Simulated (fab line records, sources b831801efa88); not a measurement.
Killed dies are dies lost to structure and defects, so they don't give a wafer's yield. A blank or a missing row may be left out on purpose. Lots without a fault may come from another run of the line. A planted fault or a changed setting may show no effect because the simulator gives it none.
A struck lot beside a sound one | flow sky130 | 14 steps out of a route of 708
Sound: wafers L272.1, L272.3, L272.6. Struck: wafers L281.1, L281.3, L281.5. The cause comes at the end.
At each step with rows: each side's tool, then ch and its chambers, then its first start. Under that, the readings that differ: sound wafers | struck wafers | difference of the means | sigmas: that difference in standard deviations of wafers without a fault.
alike: readings whose means differ by less than 2 such deviations, and words and numbers that are the same on both sides. not compared: withheld readings, readings that some wafer has no value for, bounds like >300 that may hide the same value, and numbers for which the record gives no deviation and whose values overlap.
The two part at a step that has a row with sigmas, a row that says differs or no value, or rows on one side only. Numbers that don't overlap but have no deviation are shown without sigmas and don't part them. A reading that every wafer of one side lacks parts them only if that side has two wafers or more.

SKY_POLY_GATE_THK_MEAS_21:
  sound on film_metro-03, day 18 15:26; struck on film_metro-01, day 22 04:30
  alike: POLY_GATE_OXIDATION_THK
SKY_POLY_GATE_CD_MEAS_22:
  sound on cd_sem-02, day 18 15:30; struck on cd_sem-02, day 22 04:34
  alike: cd_nm
then, 7 steps without rows for these wafers: SKY_LDD_N_DEHYDRATE_00 (time 60 s); SKY_LDD_N_HMDS_01 (prime time 60 s); SKY_LDD_N_COAT_02 (resist thk 300 nm); SKY_LDD_N_SOFTBAKE_03 (time 60 s); SKY_LDD_N_EXPOSE_04 (exposes mask NTM, target cd 840 nm); SKY_LDD_N_PEB_05; SKY_LDD_N_DEVELOP_06 (develop time 60 s).
SKY_LDD_N_OVL_MEAS_07:
  sound on overlay-01, day 19 22:52; struck on overlay-01, day 23 11:19
  alike: LDD_N_OVL
then, 2 steps without rows for these wafers: SKY_LDD_N_IMPLANT_08; SKY_LDD_N_IMPLANT_09.
SKY_LDD_N_IMPLANT_10:
  sound on implanter-02 ch 0, day 19 23:12; struck on implanter-01 ch 0, day 23 11:40
  reading                   | sound                | struck               | difference | sigmas
  beam_energy_keV           | 20.000 20.000 19.991 | 18.844 18.835 18.838 | -1.158     | -99 or more
  model.implant.rp_nm (nm)  | 15.18 15.18 15.18    | 14.89 14.89 14.89    | -0.29      |
  model.implant.drp_nm (nm) | 7.212 7.212 7.212    | 6.918 6.918 6.918    | -0.294     |
  alike: end_station_pressure_torr, faraday_current_uA
then, 1 step without rows for these wafers: SKY_LDD_N_IMPLANT_11.

WHERE THEY PART
Only at SKY_LDD_N_IMPLANT_10, within this record.

WHY: what the simulator had put in
Process parameter drift: implanter-01, from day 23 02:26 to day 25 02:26, at SKY_LDD_N_IMPLANT_10. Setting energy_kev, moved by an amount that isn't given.
